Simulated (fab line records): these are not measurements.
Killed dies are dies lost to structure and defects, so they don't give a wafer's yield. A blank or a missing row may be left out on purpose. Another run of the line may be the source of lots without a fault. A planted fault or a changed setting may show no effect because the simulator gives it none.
fab line records	flow gf180mcu
record lots=5	wafers=15	lastDay=32
route steps=602 shown V1@351 M2@362
lots untouched by any fault: they come from a run of this same line in which no faults occurred
startH: start of the lot's first displayed wafer, in hours after the record's first day	waitH: hours from the lot's prior step to this one	" same as the row above	L1.1+2: a single row standing in for several wafers	- no value present, or no start provided	* or withheld: withheld	< > ~ a bound
route shown NAME@n: NAME is a module with steps in the file, n the number in the route of the first one	usual: the fault-free wafers' mean and standard deviation	same: alike in all rows	chamber/n: place in a boat	sites: the reading at each site	_std_site: the values' standard deviation	_edge_site: outer sites' mean less inner sites'	radiusMm: how far each site lies from the wafer's centre	mask NAME#n: copy n	behind: the most recent tool/chamber to have shaped the wafer	hold: why the lot went on hold/how many hours it stayed there/how the hold came to an end	device: names the non-switching transistor (n, p or np)	end of line: the same wafers' tests at the end of the route	a step given without rows: its recipe and nothing more	killed: at the first sort, the dies lost to defects and structure; wafer yield is something else	map: the dies of a wafer, with x for killed, . for not killed, _ for no die there
set.NAME: setting as actually run; set.NAME@STEP: the setting as run at that earlier step	model.NAME: the simulator's own value behind a step, which no gauge read
lots seen at some steps along the route; tables by step, rows by wafer
services: the hour from which a tool's chamber was out of use, counted from the record's first day as startH (under 0 if before that day), plus the number of hours and why
## steps
# step GF_V1_ETCH_16
# recipe chemistry=N2/H2	targetDepthA=withheld	overetchA=withheld	timeS=withheld	target=BARC	ionEnergyEv=200	sourceW=500	biasW=100	pressureMtorr=30	n2FlowSccm=100	h2FlowSccm=200
# usual drypumpMotorCurrentA=6.0/0.54	oesProductAu=0.854/0.0047	throttleValvePct=13.225/0.0094
lot.wafer	tool	chamber	startH	waitH	drypumpMotorCurrentA	oesProductAu	throttleValvePct
L074.1	rieDiel-03	2	436.62	0.0	5.0	0.839	13.229
L074.5	"	0	"	"	6.1	0.847	13.214
L074.6	"	2	"	"	5.0	0.856	13.225
L076.4	rieDiel-03	2	449.98	0.0	5.0	0.858	13.221
L076.5	"	3	"	"	6.2	0.851	13.238
L076.6	"	2	"	"	5.0	0.854	13.239
L079.2	rieDiel-01	1	486.27	0.0	6.0	0.852	13.240
L079.5	"	0	"	"	5.5	0.850	13.219
L079.6	"	3	"	"	6.8	0.856	13.227
L082.1	rieDiel-01	1	503.42	0.0	6.0	0.851	13.216
L082.3	"	3	"	"	6.8	0.849	13.234
L082.4	"	0	"	"	5.5	0.861	13.206
L085.1	rieDiel-03	2	533.87	0.0	5.0	0.845	13.233
L085.4	"	3	"	"	6.1	0.854	13.227
L085.5	"	2	"	"	5.0	0.856	13.226
# step GF_V1_ETCH_17
# recipe chemistry=C4F8/O2/Ar	maskMaterial=KrF	target=SiO2	stopOn=TiN	sourceW=1500	biasW=1200	pressureMtorr=40	c4f8FlowSccm=withheld	O2_flow_sccm=6	Ar_flow_sccm=300	timeS=withheld	targetDepthA=6300
# usual oesProductAu=0.857/0.0047
lot.wafer	tool	chamber	startH	waitH	oesProductAu
L074.1	rieDiel-03	2	-	-	0.857
L074.5	"	0	"	"	0.858
L074.6	"	2	"	"	0.864
L076.4	rieDiel-03	2	-	-	0.857
L076.5	"	3	"	"	0.851
L076.6	"	2	"	"	0.854
L079.2	rieDiel-01	1	-	-	0.858
L079.5	"	0	"	"	0.853
L079.6	"	3	"	"	0.853
L082.1	rieDiel-01	1	-	-	0.872
L082.3	"	3	"	"	0.858
L082.4	"	0	"	"	0.856
L085.1	rieDiel-03	2	-	-	0.856
L085.4	"	3	"	"	0.852
L085.5	"	2	"	"	0.860
# step GF_V1_STRIP_18
# recipe chemistry=O2/N2	powerW=1400	pressureMtorr=1500	platenTempC=250	o2FlowSccm=3000	n2FlowSccm=300	overashFraction=0.5
# usual drypumpMotorCurrentA=5.5/0.4	heaterPowerW=326/11	oesProductAu=0.600/0.005
lot.wafer	tool	chamber	startH	waitH	drypumpMotorCurrentA	heaterPowerW	oesProductAu	rfHoursCounterH
L074.1	plasmaAsher-02	1	436.75	-	5.1	339	0.597	33
L074.5	"	0	"	"	5.7	316	0.599	-
L074.6	"	1	"	"	5.1	352	0.600	-
L076.4	plasmaAsher-01	0	450.14	-	5.2	316	0.608	-
L076.5	"	1	"	"	5.9	329	0.594	-
L076.6	"	0	"	"	5.2	330	0.595	-
L079.2	plasmaAsher-03	0	486.40	-	6.2	331	0.604	72
L079.5	"	1	"	"	5.2	303	0.617	-
L079.6	"	0	"	"	6.2	333	0.599	-
L082.1	plasmaAsher-03	1	503.55	-	5.2	310	0.601	74
L082.3	"	0	"	"	6.2	331	0.598	-
L082.4	"	1	"	"	5.2	309	0.603	-
L085.1	plasmaAsher-01	0	534.00	-	5.2	325	0.606	10
L085.4	"	1	"	"	5.9	325	0.613	-
L085.5	"	0	"	"	5.2	317	0.607	-
# step GF_V1_STRIP_19
# recipe chemistry=postEtchResidueRemover	timeS=1200	tempC=72.5
lot.wafer	tool	chamber	startH	waitH
L074.1+5+6	wetBench-01	3	436.85	0.1
L076.4+5+6	wetBench-04	0	450.21	0.0
L079.2+5+6	wetBench-02	2	486.50	0.1
L082.1+3+4	wetBench-02	2	503.65	0.1
L085.1+4+5	wetBench-01	0	534.10	0.1
# step GF_V1_CLEAN_20
# recipe chemistry=DIW	dry=n2Spin
lot.wafer	tool	chamber	startH	waitH
L074.1+5+6	wetBench-02	3	437.20	0.0
L076.4+5+6	wetBench-02	2	450.55	0.0
L079.2+5+6	wetBench-01	3	486.84	0.0
L082.1+3+4	wetBench-04	0	503.99	0.0
L085.1+4+5	wetBench-04	2	534.44	0.0
# step GF_V1_SPUTTER_21
# recipe material=Ti	targetThkNm=15	chamberPressurePa=5	powerW=2500	substrateTempC=200	timeS=80.02
# usual chamberPressurePa=5.000/0.011	throttleValvePct=29.7/1.1
lot.wafer	tool	chamber	startH	waitH	chamberPressurePa	throttleValvePct
L074.1	pvdSputter-02	-	437.29	0.0	4.989	29.5
L074.5	"	-	"	"	5.002	29.9
L074.6	"	-	"	"	4.990	29.4
L076.4	pvdSputter-02	-	450.64	0.0	5.004	29.8
L076.5	"	-	"	"	5.000	29.6
L076.6	"	-	"	"	5.001	30.2
L079.2	pvdSputter-02	-	486.94	0.0	5.008	30.0
L079.5	"	-	"	"	5.005	30.0
L079.6	"	-	"	"	5.002	29.9
L082.1	pvdSputter-02	-	504.08	0.0	4.984	30.5
L082.3	"	-	"	"	4.998	29.7
L082.4	"	-	"	"	4.991	30.0
L085.1	pvdSputter-03	-	534.53	0.0	4.978	29.7
L085.4	"	-	"	"	4.998	27.6
L085.5	"	-	"	"	4.989	29.6
# step GF_V1_SPUTTER_22
# recipe material=TiN	targetThkNm=10	chamberPressurePa=5	powerW=4000	timeS=40
# usual chamberPressurePa=5.001/0.011	throttleValvePct=29.7/1.1
lot.wafer	tool	chamber	startH	waitH	chamberPressurePa	throttleValvePct
L074.1	pvdSputter-02	-	437.35	0.0	5.004	29.7
L074.5	"	-	"	"	4.995	29.6
L074.6	"	-	"	"	5.011	29.5
L076.4	pvdSputter-02	-	450.70	0.0	5.011	29.9
L076.5	"	-	"	"	4.998	29.5
L076.6	"	-	"	"	5.010	29.8
L079.2	pvdSputter-02	-	487.00	0.0	4.988	29.9
L079.5	"	-	"	"	4.985	29.8
L079.6	"	-	"	"	5.008	29.4
L082.1	pvdSputter-02	-	504.15	0.0	5.006	30.4
L082.3	"	-	"	"	5.006	29.5
L082.4	"	-	"	"	4.992	30.1
L085.1	pvdSputter-03	-	534.59	0.0	4.995	29.5
L085.4	"	-	"	"	5.022	27.8
L085.5	"	-	"	"	5.010	29.8
# step GF_V1_CVD_23
# recipe material=W	targetThkNm=350	timeS=105.05	tempC=400	pressureTorr=40
# usual chamberPressureTorr=39.99/0.1	heaterPowerOuterW=542/40	heaterPowerW=878/23
lot.wafer	tool	chamber	startH	waitH	chamberPressureTorr	heaterPowerOuterW	heaterPowerW
L074.1	cvdW-01	1	437.39	0.0	39.84	540	871
L074.5	"	0	"	"	39.95	513	848
L074.6	"	1	"	"	39.80	544	892
L076.4	cvdW-01	0	450.78	0.1	40.29	510	823
L076.5	"	1	"	"	40.01	540	903
L076.6	"	0	"	"	40.00	500	835
L079.2	cvdW-02	0	487.04	0.0	40.01	605	864
L079.5	"	0	"	"	39.80	594	914
L079.6	"	1	"	"	39.96	519	885
L082.1	cvdW-02	0	504.18	0.0	39.99	604	902
L082.3	"	1	"	"	39.93	512	869
L082.4	"	0	"	"	40.03	598	896
L085.1	cvdW-01	0	534.63	0.0	39.94	505	862
L085.4	"	0	"	"	40.02	518	856
L085.5	"	1	"	"	40.10	528	932
# step GF_V1_RS_MEAS_24
# recipe thkMeasGauge=four-point-probe	reads=W_of_V1_CVD_23+TiN_of_V1_SPUTTER_22+Ti_of_V1_SPUTTER_21
# usual V1_W_RS=0.327/0.0038
lot.wafer	tool	chamber	startH	waitH	V1_W_RS[ohm/sq]
L074.1	filmMetro-02	-	437.50	0.1	0.330
L074.5	"	-	"	"	0.338
L074.6	"	-	"	"	0.327
L076.4	filmMetro-01	-	450.91	0.1	0.330
L076.5	"	-	"	"	0.323
L076.6	"	-	"	"	0.332
L079.2	filmMetro-02	-	487.17	0.1	0.324
L079.5	"	-	"	"	0.324
L079.6	"	-	"	"	0.326
L082.1	filmMetro-02	-	504.30	0.1	0.326
L082.3	"	-	"	"	0.329
L082.4	"	-	"	"	0.326
L085.1	filmMetro-01	-	534.89	0.2	0.327
L085.4	"	-	"	"	0.325
L085.5	"	-	"	"	0.322
# step GF_V1_THK_MEAS_25
# recipe thkMeasGauge=xrf	reads=W_of_V1_CVD_23
# usual V1_W_THK=358/6.8
lot.wafer	tool	chamber	startH	waitH	V1_W_THK[nm]
L074.1	filmMetro-02	-	437.62	0.1	349
L074.5	"	-	"	"	340
L074.6	"	-	"	"	352
L076.4	filmMetro-01	-	451.00	0.1	356
L076.5	"	-	"	"	366
L076.6	"	-	"	"	353
L079.2	filmMetro-02	-	487.28	0.1	357
L079.5	"	-	"	"	358
L079.6	"	-	"	"	353
L082.1	filmMetro-02	-	504.42	0.1	357
L082.3	"	-	"	"	353
L082.4	"	-	"	"	356
L085.1	filmMetro-01	-	535.01	0.1	355
L085.4	"	-	"	"	359
L085.5	"	-	"	"	359
# step GF_V1_CMP_26
# recipe stopOn=SiO2	downForcePsi=3.5	platenRpm=60	tOverpolishS=15	targetThkNm=0	padVelocityMS=0.94248
# usual headPressurePsi=3.501/0.008	motorCurrentA=11.5/0.59	overpolishRunS=14.999/0.0086	timeToEndpointS=83/4.6
lot.wafer	tool	chamber	startH	waitH	headPressurePsi	motorCurrentA	overpolishRunS	timeToEndpointS
L074.1	cmp-02	2	437.73	0.1	3.517	12.8	15.002	89
L074.6	"	1	"	"	3.489	10.6	15.001	82
L074.5	"	2	"	"	3.501	12.3	15.005	85
L076.4	cmp-01	2	451.08	0.1	3.502	11.1	14.995	89
L076.6	"	1	"	"	3.491	11.3	15.007	83
L076.5	"	2	"	"	3.514	11.3	14.997	93
L079.2	cmp-01	0	487.48	0.2	3.504	11.4	14.989	84
L079.6	"	1	"	"	3.510	11.5	15.011	82
L079.5	"	2	"	"	3.504	10.9	14.995	86
L082.1	cmp-01	3	504.48	0.1	3.508	11.5	14.992	80
L082.4	"	0	"	"	3.502	11.3	15.011	77
L082.3	"	1	"	"	3.483	11.2	15.001	78
L085.1	cmp-01	0	535.07	0.1	3.501	11.5	14.992	77
L085.4	"	2	"	"	3.508	11.3	14.997	81
L085.5	"	1	"	"	3.495	11.6	14.999	80
# step GF_M2_SPUTTER_00
# recipe material=Ti	targetThkNm=37.5	arrivingIonEnergyEv=80	substrateTempC=200	chamberPressurePa=2	powerW=4000	timeS=150
# usual chamberPressurePa=1.999/0.0042	throttleValvePct=29.9/0.77
lot.wafer	tool	chamber	startH	waitH	chamberPressurePa	throttleValvePct
L074.1	pvdSputter-01	-	437.98	0.2	1.995	31.2
L074.5	"	-	"	"	2.011	29.0
L074.6	"	-	"	"	2.000	31.1
L076.4	pvdSputter-01	-	451.33	0.2	2.000	29.2
L076.5	"	-	"	"	2.002	31.4
L076.6	"	-	"	"	1.996	28.9
L079.2	pvdSputter-01	-	487.63	0.1	1.997	31.1
L079.5	"	-	"	"	2.005	31.0
L079.6	"	-	"	"	1.997	29.1
L082.1	pvdSputter-02	-	504.78	0.2	1.996	29.6
L082.3	"	-	"	"	2.003	30.2
L082.4	"	-	"	"	2.006	30.3
L085.1	pvdSputter-02	-	535.37	0.2	2.001	30.0
L085.4	"	-	"	"	1.995	30.5
L085.5	"	-	"	"	1.998	30.3
# step GF_M2_SPUTTER_01
# recipe material=TiN	targetThkNm=30	powerW=6500	timeS=25	chamberPressurePa=0.4
# usual chamberPressurePa=0.4000/0.00095	throttleValvePct=29.9/0.8
lot.wafer	tool	chamber	startH	waitH	chamberPressurePa	throttleValvePct
L074.1	pvdSputter-01	-	438.08	0.1	0.4004	31.3
L074.5	"	-	"	"	0.3992	29.1
L074.6	"	-	"	"	0.4006	31.0
L076.4	pvdSputter-01	-	451.43	0.1	0.4003	28.9
L076.5	"	-	"	"	0.4013	31.2
L076.6	"	-	"	"	0.3996	29.3
L079.2	pvdSputter-01	-	487.73	0.1	0.3997	31.0
L079.5	"	-	"	"	0.3994	31.0
L079.6	"	-	"	"	0.3989	29.1
L082.1	pvdSputter-02	-	504.88	0.1	0.3991	29.6
L082.3	"	-	"	"	0.3999	30.1
L082.4	"	-	"	"	0.4009	30.4
L085.1	pvdSputter-02	-	535.47	0.1	0.4009	29.9
L085.4	"	-	"	"	0.4010	30.4
L085.5	"	-	"	"	0.4004	30.3
# step GF_M2_SPUTTER_02
# recipe material=AlCu	targetThkNm=450	powerW=10600	timeS=23.45	chamberPressurePa=0.4
# usual chamberPressurePa=0.4001/0.00082	throttleValvePct=29.9/0.76
lot.wafer	tool	chamber	startH	waitH	chamberPressurePa	throttleValvePct
L074.1	pvdSputter-01	-	438.11	0.0	0.3998	31.0
L074.5	"	-	"	"	0.3995	28.9
L074.6	"	-	"	"	0.3997	31.1
L076.4	pvdSputter-01	-	451.46	0.0	0.3986	28.9
L076.5	"	-	"	"	0.3997	30.8
L076.6	"	-	"	"	0.3991	29.1
L079.2	pvdSputter-01	-	487.76	0.0	0.3994	30.7
L079.5	"	-	"	"	0.4020	31.0
L079.6	"	-	"	"	0.3993	29.2
L082.1	pvdSputter-02	-	504.91	0.0	0.4007	29.9
L082.3	"	-	"	"	0.4006	30.2
L082.4	"	-	"	"	0.4001	30.3
L085.1	pvdSputter-02	-	535.50	0.0	0.4005	30.1
L085.4	"	-	"	"	0.4007	29.9
L085.5	"	-	"	"	0.4003	30.4
# step GF_M2_SPUTTER_03
# recipe material=Ti	targetThkNm=10	substrateTempC=300	chamberPressurePa=0.3	powerW=3000	timeS=6.7
# usual chamberPressurePa=0.3000/0.00061	throttleValvePct=29.9/0.76
lot.wafer	tool	chamber	startH	waitH	chamberPressurePa	throttleValvePct
L074.1	pvdSputter-01	-	438.14	0.0	0.3006	31.0
L074.5	"	-	"	"	0.2997	29.0
L074.6	"	-	"	"	0.3009	31.1
L076.4	pvdSputter-01	-	451.49	0.0	0.2997	29.1
L076.5	"	-	"	"	0.2998	31.0
L076.6	"	-	"	"	0.2992	29.0
L079.2	pvdSputter-01	-	487.79	0.0	0.3005	31.2
L079.5	"	-	"	"	0.3008	31.0
L079.6	"	-	"	"	0.2998	29.2
L082.1	pvdSputter-02	-	504.94	0.0	0.2998	29.4
L082.3	"	-	"	"	0.3004	30.0
L082.4	"	-	"	"	0.2997	30.1
L085.1	pvdSputter-02	-	535.53	0.0	0.2993	30.0
L085.4	"	-	"	"	0.3010	30.4
L085.5	"	-	"	"	0.3010	30.0
# step GF_M2_SPUTTER_04
# recipe material=TiN	targetThkNm=50	powerW=6500	timeS=41.7	chamberPressurePa=0.4
# usual chamberPressurePa=0.4001/0.00082	throttleValvePct=29.9/0.77
lot.wafer	tool	chamber	startH	waitH	chamberPressurePa	throttleValvePct
L074.1	pvdSputter-01	-	438.16	0.0	0.4002	31.1
L074.5	"	-	"	"	0.4007	29.0
L074.6	"	-	"	"	0.3986	31.3
L076.4	pvdSputter-01	-	451.51	0.0	0.3983	29.2
L076.5	"	-	"	"	0.4010	31.1
L076.6	"	-	"	"	0.4003	29.1
L079.2	pvdSputter-01	-	487.81	0.0	0.3986	30.8
L079.5	"	-	"	"	0.3992	30.9
L079.6	"	-	"	"	0.3996	29.0
L082.1	pvdSputter-02	-	504.96	0.0	0.4001	29.6
L082.3	"	-	"	"	0.3999	30.0
L082.4	"	-	"	"	0.3992	30.3
L085.1	pvdSputter-02	-	535.55	0.0	0.4004	30.0
L085.4	"	-	"	"	0.4012	30.4
L085.5	"	-	"	"	0.4012	30.3
# step GF_M2_RS_MEAS_05
# recipe thkMeasGauge=four-point-probe	reads=TiN_of_M2_SPUTTER_04+Ti_of_M2_SPUTTER_03+AlCu_of_M2_SPUTTER_02+TiN_of_M2_SPUTTER_01+Ti_of_M2_SPUTTER_00
# usual M2_ALCU_RS=0.0713/0.0008
lot.wafer	tool	chamber	startH	waitH	M2_ALCU_RS[ohm/sq]
L074.1	filmMetro-02	-	438.20	0.0	0.0714
L074.5	"	-	"	"	0.0713
L074.6	"	-	"	"	0.0718
L076.4	filmMetro-02	-	451.61	0.1	0.0715
L076.5	"	-	"	"	0.0707
L076.6	"	-	"	"	0.0720
L079.2	filmMetro-04	-	487.87	0.0	0.0713
L079.5	"	-	"	"	0.0712
L079.6	"	-	"	"	0.0711
L082.1	filmMetro-02	-	505.00	0.0	0.0704
L082.3	"	-	"	"	0.0715
L082.4	"	-	"	"	0.0721
L085.1	filmMetro-04	-	535.59	0.0	0.0708
L085.4	"	-	"	"	0.0728
L085.5	"	-	"	"	0.0721
# step GF_M2_THK_MEAS_06
# recipe thkMeasGauge=xrf	reads=AlCu_of_M2_SPUTTER_02
# usual M2_ALCU_THK=445/5.5
lot.wafer	tool	chamber	startH	waitH	M2_ALCU_THK[nm]
L074.1	filmMetro-02	-	438.32	0.1	441
L074.5	"	-	"	"	443
L074.6	"	-	"	"	440
L076.4	filmMetro-02	-	451.70	0.1	441
L076.5	"	-	"	"	448
L076.6	"	-	"	"	440
L079.2	filmMetro-04	-	487.98	0.1	447
L079.5	"	-	"	"	446
L079.6	"	-	"	"	448
L082.1	filmMetro-02	-	505.12	0.1	451
L082.3	"	-	"	"	444
L082.4	"	-	"	"	439
L085.1	filmMetro-04	-	535.71	0.1	452
L085.4	"	-	"	"	441
L085.5	"	-	"	"	446
# step GF_M2_DEHYDRATE_07
# recipe tempC=200	timeS=60
# usual chillPlateTempC=22.98/0.1
lot.wafer	tool	chamber	startH	waitH	chillPlateTempC
L074.1	lithoTrack-01	0	450.51	12.2	23.00
L074.5	"	0	"	"	22.87
L074.6	"	0	"	"	22.88
L076.4	lithoTrack-04	0	463.04	11.3	23.03
L076.5	"	0	"	"	22.96
L076.6	"	0	"	"	22.96
L079.2	lithoTrack-03	0	499.09	11.1	22.92
L079.5	"	0	"	"	23.03
L079.6	"	0	"	"	23.13
L082.1	lithoTrack-04	0	516.42	11.3	23.15
L082.3	"	0	"	"	23.03
L082.4	"	0	"	"	22.95
L085.1	lithoTrack-04	0	546.67	11.0	22.96
L085.4	"	0	"	"	23.18
L085.5	"	0	"	"	23.16
# step GF_M2_HMDS_08
# recipe primeTimeS=60	primeTempC=120
# usual chillPlateTempC=23.00/0.099
# same primeTimeS=60
lot.wafer	tool	chamber	startH	waitH	chillPlateTempC
L074.1	lithoTrack-01	0	450.66	0.1	23.02
L074.5	"	0	"	"	22.96
L074.6	"	0	"	"	23.00
L076.4	lithoTrack-04	0	463.19	0.1	23.06
L076.5	"	0	"	"	23.11
L076.6	"	0	"	"	23.16
L079.2	lithoTrack-03	0	499.24	0.1	23.05
L079.5	"	0	"	"	23.13
L079.6	"	0	"	"	22.99
L082.1	lithoTrack-04	0	516.57	0.1	22.83
L082.3	"	0	"	"	22.98
L082.4	"	0	"	"	23.11
L085.1	lithoTrack-04	0	546.82	0.1	23.03
L085.4	"	0	"	"	23.02
L085.5	"	0	"	"	23.09
# step GF_M2_COAT_09
# recipe resist=KrF	spinRpm=withheld	resistThkNm=1000
# usual chillPlateTempC=23.01/0.1
lot.wafer	tool	chamber	startH	waitH	chillPlateTempC
L074.1	lithoTrack-01	0	450.81	0.1	23.11
L074.5	"	0	"	"	23.20
L074.6	"	0	"	"	22.95
L076.4	lithoTrack-04	0	463.34	0.1	22.92
L076.5	"	0	"	"	23.15
L076.6	"	0	"	"	23.01
L079.2	lithoTrack-03	0	499.39	0.1	22.99
L079.5	"	0	"	"	22.87
L079.6	"	0	"	"	23.00
L082.1	lithoTrack-04	0	516.72	0.1	23.05
L082.3	"	0	"	"	23.03
L082.4	"	0	"	"	23.15
L085.1	lithoTrack-04	0	546.97	0.1	23.03
L085.4	"	0	"	"	22.94
L085.5	"	0	"	"	22.96
# step GF_M2_SOFTBAKE_10
# recipe tempC=130	timeS=60	resist=KrF
# usual chillPlateTempC=23.00/0.1
lot.wafer	tool	chamber	startH	waitH	chillPlateTempC
L074.1	lithoTrack-01	0	450.96	0.1	22.96
L074.5	"	0	"	"	23.08
L074.6	"	0	"	"	22.93
L076.4	lithoTrack-04	0	463.49	0.1	23.13
L076.5	"	0	"	"	22.97
L076.6	"	0	"	"	23.13
L079.2	lithoTrack-03	0	499.54	0.1	22.85
L079.5	"	0	"	"	22.82
L079.6	"	0	"	"	23.16
L082.1	lithoTrack-04	0	516.87	0.1	23.11
L082.3	"	0	"	"	22.89
L082.4	"	0	"	"	23.00
L085.1	lithoTrack-04	0	547.12	0.1	22.71
L085.4	"	0	"	"	22.87
L085.5	"	0	"	"	22.77
# step GF_M2_EXPOSE_11
# recipe maskId=Metal2	targetCdNm=280	na=0.68	sourceShape=conventional	sigmaOuter=0.6	doseMj=28
lot.wafer	tool	chamber	startH	waitH	mask
L074.1+5+6	krfScanner-01	0	-	-	Metal2#0
L076.4+5+6	krfScanner-02	0	-	-	Metal2#0
L079.2+5+6	krfScanner-01	0	-	-	Metal2#0
L082.1+3+4	krfScanner-02	0	-	-	Metal2#0
L085.1+4+5	krfScanner-02	0	-	-	Metal2#0
# step GF_M2_PEB_12
# recipe pebTempC=135	pebTimeS=90	resist=KrF
# usual chillPlateTempC=22.99/0.11
lot.wafer	tool	chamber	startH	waitH	chillPlateTempC
L074.1	lithoTrack-04	0	-	-	23.10
L074.5	"	0	"	"	22.96
L074.6	"	0	"	"	23.22
L076.4	lithoTrack-04	0	-	-	23.09
L076.5	"	0	"	"	23.14
L076.6	"	0	"	"	22.95
L079.2	lithoTrack-04	0	-	-	22.97
L079.5	"	0	"	"	23.04
L079.6	"	0	"	"	23.00
L082.1	lithoTrack-04	0	-	-	22.87
L082.3	"	0	"	"	22.91
L082.4	"	0	"	"	22.87
L085.1	lithoTrack-01	0	-	-	22.96
L085.4	"	0	"	"	22.90
L085.5	"	0	"	"	23.14
# step GF_M2_DEVELOP_13
# recipe developTimeS=60	devTempC=21
# usual chillPlateTempC=23.02/0.095
lot.wafer	tool	chamber	startH	waitH	chillPlateTempC
L074.1	lithoTrack-04	0	462.82	0.2	22.94
L074.5	"	0	"	"	22.97
L074.6	"	0	"	"	22.98
L076.4	lithoTrack-04	0	476.14	0.1	22.97
L076.5	"	0	"	"	23.05
L076.6	"	0	"	"	22.95
L079.2	lithoTrack-04	0	511.29	0.2	23.06
L079.5	"	0	"	"	23.01
L079.6	"	0	"	"	22.85
L082.1	lithoTrack-04	0	528.47	0.2	23.03
L082.3	"	0	"	"	23.04
L082.4	"	0	"	"	23.04
L085.1	lithoTrack-01	0	558.60	0.2	22.82
L085.4	"	0	"	"	23.11
L085.5	"	0	"	"	23.10
# step GF_M2_CD_MEAS_14
# recipe targetCdNm=280
# usual cdNm=279.4/1.6
lot.wafer	tool	chamber	startH	waitH	cdNm
L074.1	cdSem-02	-	462.97	0.1	276.6
L074.5	"	-	"	"	277.0
L074.6	"	-	"	"	276.2
L076.4	cdSem-02	-	476.28	0.1	278.5
L076.5	"	-	"	"	279.3
L076.6	"	-	"	"	280.7
L079.2	cdSem-01	-	511.44	0.1	279.3
L079.5	"	-	"	"	278.8
L079.6	"	-	"	"	279.5
L082.1	cdSem-02	-	528.62	0.1	279.0
L082.3	"	-	"	"	279.1
L082.4	"	-	"	"	279.2
L085.1	cdSem-01	-	558.75	0.1	277.8
L085.4	"	-	"	"	278.1
L085.5	"	-	"	"	277.4
## services
tool	chamber	startH	hours	kind
cmp-01	-	417.19	0.5	repair
krfScanner-02	-	417.81	1.3	pm
krfScanner-01	-	421.22	7.2	pm
plasmaAsher-01	-	421.25	9.0	pm
cvdW-02	1	421.84	15.1	repair
cmp-01	-	432.03	1.8	repair
rieDiel-03	3	433.75	13.9	repair
krfScanner-01	-	440.05	0.8	pm
cmp-02	-	444.17	1.0	repair
cmp-02	-	448.71	0.8	repair
krfScanner-01	-	453.87	4.1	repair
rieDiel-01	2	458.60	6.4	repair
cmp-01	-	461.29	2.0	repair
krfScanner-02	-	464.24	1.0	pm
plasmaAsher-01	-	481.89	3.3	repair
krfScanner-02	-	484.09	4.0	pm
krfScanner-02	-	489.40	1.0	repair
krfScanner-02	-	492.23	3.6	pm
krfScanner-01	-	497.76	1.3	pm
cmp-01	-	498.12	2.3	repair
krfScanner-02	-	523.56	0.4	repair
krfScanner-01	-	529.29	1.0	pm
pvdSputter-01	-	539.03	2.9	repair
wetBench-01	-	548.60	3.8	repair
## key
fault none
